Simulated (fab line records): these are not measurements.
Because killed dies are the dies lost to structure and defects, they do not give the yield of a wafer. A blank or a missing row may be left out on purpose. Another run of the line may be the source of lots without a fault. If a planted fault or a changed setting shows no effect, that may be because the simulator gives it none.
Which of the tools did it? -- flow sky130 -- Sampling: 13 lots, 39 wafers, 6 of 708 route steps

WHAT THE GAUGES READ, wafer by wafer
SKY_POLY_GATE_CD_MEAS_13: target cd 150 nm.
lot,measured,on,cd nm (nm)
L358,day 16 06:02,cd sem-01,151.8 150.6 151.6
L359,day 17 00:05,cd sem-01,146.5 148.5 147.6
L360,day 17 03:59,cd sem-02,148.1 146.5 147.2
L363,day 18 08:08,cd sem-02,152.3 152.1 152.6
L361,day 18 09:34,cd sem-02,150.7 151.2 151.2
L362,day 18 11:19,cd sem-02,149.9 150.9 150.2
L365,day 19 00:53,cd sem-02,149.9 149.1 149.8
L367,day 19 18:37,cd sem-02,151.7 150.6 149.9
L368,day 20 04:02,cd sem-02,147.3 149.1 148.0
L370,day 21 00:31,cd sem-02,150.5 150.3 149.9
L373,day 22 00:07,cd sem-02,152.3 151.0 151.8
L380,day 24 14:17,cd sem-01,149.1 149.2 148.4
L381,day 25 00:47,cd sem-02,150.5 150.1 148.9

SKY_POLY_GATE_OVL_MEAS_14.
lot,measured,on,POLY_GATE_OVL (nm)
L358,day 16 06:09,overlay-02,-8 -4 -14
L359,day 17 00:12,overlay-02,-5 -8 -2
L360,day 17 04:06,overlay-01,4 2 4
L363,day 18 08:15,overlay-01,1 -8 -5
L361,day 18 09:41,overlay-01,4 2 4
L362,day 18 11:24,overlay-01,-3 -4 -4
L365,day 19 01:00,overlay-02,-1 2 0
L367,day 19 18:44,overlay-02,-6 -4 -8
L368,day 20 04:09,overlay-02,-7 3 4
L370,day 21 00:38,overlay-02,-3 -5 0
L373,day 22 00:14,overlay-02,0 4 1
L380,day 24 14:24,overlay-02,3 1 2
L381,day 25 00:54,overlay-02,-7 -1 1

SKY_LDD_HVN_TW_MEAS_10.
lot,measured,on,LDD_HVN_TW
L358,day 20 03:55,film metro-03,1443 1446 1452
L359,day 20 22:40,film metro-01,1430 1426 1436
L360,day 21 02:25,film metro-04,1429 1424 1429
L363,day 22 07:58,film metro-03,1435 1433 1435
L361,day 22 08:32,film metro-04,1440 1435 1446
L362,day 22 12:11,film metro-04,1441 1445 1432
L365,day 23 03:31,film metro-04,1434 1431 1430
L367,day 23 17:50,film metro-03,1439 1430 1437
L368,day 24 03:25,film metro-04,1440 1438 1443
L370,day 24 23:28,film metro-04,1431 1437 1438
L373,day 25 21:55,film metro-01,604 604 609
L380,day 28 09:32,film metro-04,1434 1435 1442
L381,day 28 20:15,film metro-03,1429 1432 1431

SKY_LDD_LDN_OVL_MEAS_07.
lot,measured,on,LDD_LDN_OVL (nm)
L358,day 22 16:17,overlay-02,0.8 0.1 1.3
L359,day 23 11:46,overlay-02,-2.3 0.2 -0.9
L360,day 23 15:58,overlay-02,-1.7 -2.0 -2.7
L363,day 24 19:49,overlay-01,1.8 -0.5 0.2
L361,day 24 20:41,overlay-01,1.5 2.1 1.9
L362,day 24 23:47,overlay-01,2.4 1.6 -0.6
L365,day 25 14:58,overlay-01,-3.4 -3.8 -2.5
L367,day 26 05:22,overlay-02,1.8 1.5 3.2
L368,day 26 14:02,overlay-02,1.0 -0.2 0.7
L370,day 27 10:46,overlay-01,-1.3 -2.5 -0.9
L373,day 28 07:55,overlay-01,-0.4 1.1 0.3
L380,day 30 17:25,overlay-01,1.4 0.5 0.3
L381,day 31 03:59,overlay-02,2.2 1.4 2.5

EACH LOT AND THE TOOL THAT RAN IT (in order: tool; ch and the chambers of the sampled wafers; start)
lot,SKY_LDD_P_STRIP_10,SKY_LDD_HVN_STRIP_09
L358,"plasma asher-01 ch 0,1, day 18 21:26","plasma asher-02 ch 0,1, day 20 03:49"
L359,"plasma asher-04 ch 0,1, day 19 15:17","plasma asher-02 ch 0,1, day 20 22:34"
L360,"plasma asher-02 ch 0,1, day 19 18:43","plasma asher-03 ch 0, day 21 02:19"
L363,"plasma asher-02 ch 0,1, day 21 00:58","plasma asher-02 ch 0,1, day 22 07:52"
L361,"plasma asher-02 ch 0,1, day 21 01:44","plasma asher-03 ch 0,1, day 22 08:26"
L362,"plasma asher-01 ch 0,1, day 21 04:58","plasma asher-02 ch 0,1, day 22 12:05"
L365,"plasma asher-02 ch 1, day 21 20:32","plasma asher-02 ch 0,1, day 23 03:25"
L367,"plasma asher-02 ch 0,1, day 22 11:32","plasma asher-03 ch 0,1, day 23 17:44"
L368,"plasma asher-04 ch 0,1, day 22 20:38","plasma asher-02 ch 0,1, day 24 03:19"
L370,"plasma asher-01 ch 0,1, day 23 16:58","plasma asher-02 ch 0,1, day 24 23:22"
L373,"plasma asher-01 ch 0,1, day 24 16:44","plasma asher-02 ch 1, day 25 21:49"
L380,"plasma asher-01 ch 0,1, day 27 04:35","plasma asher-03 ch 0, day 28 09:26"
L381,"plasma asher-04 ch 0,1, day 27 15:44","plasma asher-02 ch 0,1, day 28 20:08"
- SKY_LDD_P_STRIP_10: strips in O2/N2.
- SKY_LDD_HVN_STRIP_09: strips in O2/N2.

WHAT THE TOOLS THEMSELVES READ (means of the sampled wafers that have a number; where no wafer has one, the mark that the record gives instead)
SKY_LDD_P_STRIP_10.
lot,tool,drypump motor current A (A),oes product au (a.u.),strip time to endpoint s (s)
L358,plasma asher-01,5.0,0.714,14.13
L359,plasma asher-04,5.1,0.715,14.19
L360,plasma asher-02,6.0,0.720,14.18
L363,plasma asher-02,6.1,0.721,14.17
L361,plasma asher-02,5.8,0.712,14.07
L362,plasma asher-01,5.0,0.714,14.20
L365,plasma asher-02,5.5,0.714,14.16
L367,plasma asher-02,6.1,0.716,14.18
L368,plasma asher-04,5.5,0.714,14.18
L370,plasma asher-01,5.0,0.717,14.16
L373,plasma asher-01,5.0,0.956,-
L380,plasma asher-01,5.0,0.716,14.19
L381,plasma asher-04,5.1,0.714,14.15

SKY_LDD_HVN_STRIP_09.
lot,tool,drypump motor current A (A),oes product au (a.u.),strip time to endpoint s (s)
L358,plasma asher-02,6.1,0.406,4.132
L359,plasma asher-02,6.0,0.410,4.152
L360,plasma asher-03,5.5,0.406,4.136
L363,plasma asher-02,6.1,0.410,4.143
L361,plasma asher-03,5.4,0.410,4.134
L362,plasma asher-02,6.1,0.405,4.117
L365,plasma asher-02,6.1,0.413,4.122
L367,plasma asher-03,5.4,0.410,4.147
L368,plasma asher-02,6.1,0.407,4.159
L370,plasma asher-02,5.8,0.405,4.129
L373,plasma asher-02,5.6,0.507,6.443
L380,plasma asher-03,5.5,0.406,4.105
L381,plasma asher-02,6.1,0.412,4.143

THE ANSWER, worked out from the rows above alone
Rule: the usual values come from the lots themselves. The widest of any qualifying gaps counts: lots, ordered by their means at a reading, are off when they make up no more than a third of the lots, leave a main group of 4 or more, and stand apart from it by 3 or more times the standard deviation of that group's means. The tables above print the reading to a certain number of digits; a main group whose means all agree to those digits is not used. A lot without any number at a reading at which 4 lots or more have one is off too. The other lots that the step has rows for count as sound. Order of review: gauges by route order, followed by the tools' own readings, for which a lot's mean as printed above is used. At the first step where some lot is off, the reading lying furthest off is the one used; lots without a number count as furthest.
Off: L373, seen at SKY_LDD_HVN_TW_MEAS_10 (LDD_HVN_TW). The main group: mean 1436, standard deviation 5.2.
A tool fits if, at a process step before that reading, it ran every lot that is off, and no sound lot after the first of them. The gauges at SKY_LDD_HVN_TW_MEAS_10 aren't tried: what is off there is off at SKY_LDD_P_STRIP_10 too, on other tools, and a gauge's error can't cause that. No candidate that was tried fits.

WHAT THE SIMULATOR HAD PUT IN
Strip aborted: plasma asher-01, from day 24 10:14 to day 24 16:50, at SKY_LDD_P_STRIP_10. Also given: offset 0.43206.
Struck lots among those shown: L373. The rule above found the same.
